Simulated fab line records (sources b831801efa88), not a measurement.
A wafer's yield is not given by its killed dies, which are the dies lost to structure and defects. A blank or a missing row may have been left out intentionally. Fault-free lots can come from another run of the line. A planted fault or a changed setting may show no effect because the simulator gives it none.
Code-filled problem report in 8D (eight disciplines) form -- flow gf180mcu -- the parts of the form that need people (team, actions taken, sign-off) are left out

1. WHAT IS WRONG
cd_nm at GF_M5_CD_MEAS_07 reads a mean of 287.1 nm on 6 wafers of 2 lots; wafers without a fault read 279.9 nm with a standard deviation of 1. Relative to the usual mean, that is a shift of +7.3 standard deviations.
The step: target cd 280 nm.
First seen on wafer L390.3, day 30 10:42, on cd_sem-02. Wafers with a number at this step in the record: 33, from 11 lots. Rule for "out", or "out of limits": more than 4 standard deviations from the usual mean. The other wafers with a number count as sound.

2. WHAT IT IS, AND WHAT IT ISN'T
question,is,is not
which readings at this step,cd_nm,-
which lots,"L390, L391","L377, L378, L380, L381, L382, L392, L394, L395, L398"
which wafers of those lots,all that have a number,-
read on which gauges,cd_sem-02,cd_sem-01
when,from day 30 10:42,"up to then (15 sound wafers); but 12 sound wafers of L392, L394, L395, L398 came after"

3. WHAT RULES OUT EACH SUSPECT
Counting: any tool at a process step up to the reading is kept as a suspect provided that every lot that is out went through it and no sound lot did after the first of them.
- the gauge at GF_M5_CD_MEAS_07: ruled out. All the wafers that are out were read on cd_sem-02, but those of them that GF_M5_EXPOSE_04 has rows for are out there too, on other tools.
- plasma_asher-02 at GF_V4_STRIP_18 (strips in O2/N2): ruled out as a lasting fault. After its first lot that is out, L390 (day 28 18:28), sound lots L394, L398 ran on it.
- pvd_sputter-01 at GF_MIM_SPUTTER_04 (material TiN, target thk 50 nm, time 41.7 s): kept. It ran every lot that is out, first L390 (day 28 19:50), and no sound lot after that; its last sound lot up to then is L377 (day 24 17:29).
- krf_scanner-01 at GF_M5_EXPOSE_04 (exposes mask Metal5, target cd 280 nm): kept. It ran every lot that is out, first L390 (day 30 01:16), and no sound lot after that; its last sound lot up to then is L380 (day 27 00:56). Its own readings are out on those wafers: exposure_dose_mJ_cm2.
Left after counting: pvd_sputter-01 at GF_MIM_SPUTTER_04, krf_scanner-01 at GF_M5_EXPOSE_04.

4. THE CAUSE (what the simulator had put in)
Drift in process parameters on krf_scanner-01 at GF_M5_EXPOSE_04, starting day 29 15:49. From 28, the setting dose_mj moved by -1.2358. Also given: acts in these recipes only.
This tool is one of the 2 suspects left after counting.

5. THE EFFECT CHAIN, in route order
Each row: a reading whose mean over the struck wafers that have a number lies more than 3 standard deviations from the usual. Only readings whose record carries a usual standard deviation are examined. hours: median over the lots of the time between each lot's start at the first step of this table that gives one and its start at this step. sigmas: the change, counted in usual standard deviations.
hours,step,reading,usual,on struck wafers,change,sigmas
0,GF_M5_EXPOSE_04,exposure_dose_mJ_cm2,27.998,26.773,-1.226,-49
9,GF_M5_CD_MEAS_07,cd_nm,279.9 nm,287.1,+7.2,+7.3
Its process steps:
- GF_M5_EXPOSE_04: exposes mask Metal5, target cd 280 nm.

6. WHAT WOULD HAVE CAUGHT IT SOONER
Counted from the fault's start at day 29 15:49, it took 19 hours until the first out-of-limits reading at a measuring or inspecting step in this record, taken at day 30 10:42.
The tool's own readings at GF_M5_EXPOSE_04 were out on every struck wafer that the step has a row for (exposure_dose_mJ_cm2): an alarm limit on them would have fired on the first of those.
Lots out: 2; all had begun GF_M5_EXPOSE_04 on krf_scanner-01 by day 30 10:42. Tool hold at that time: it would have spared none of them.
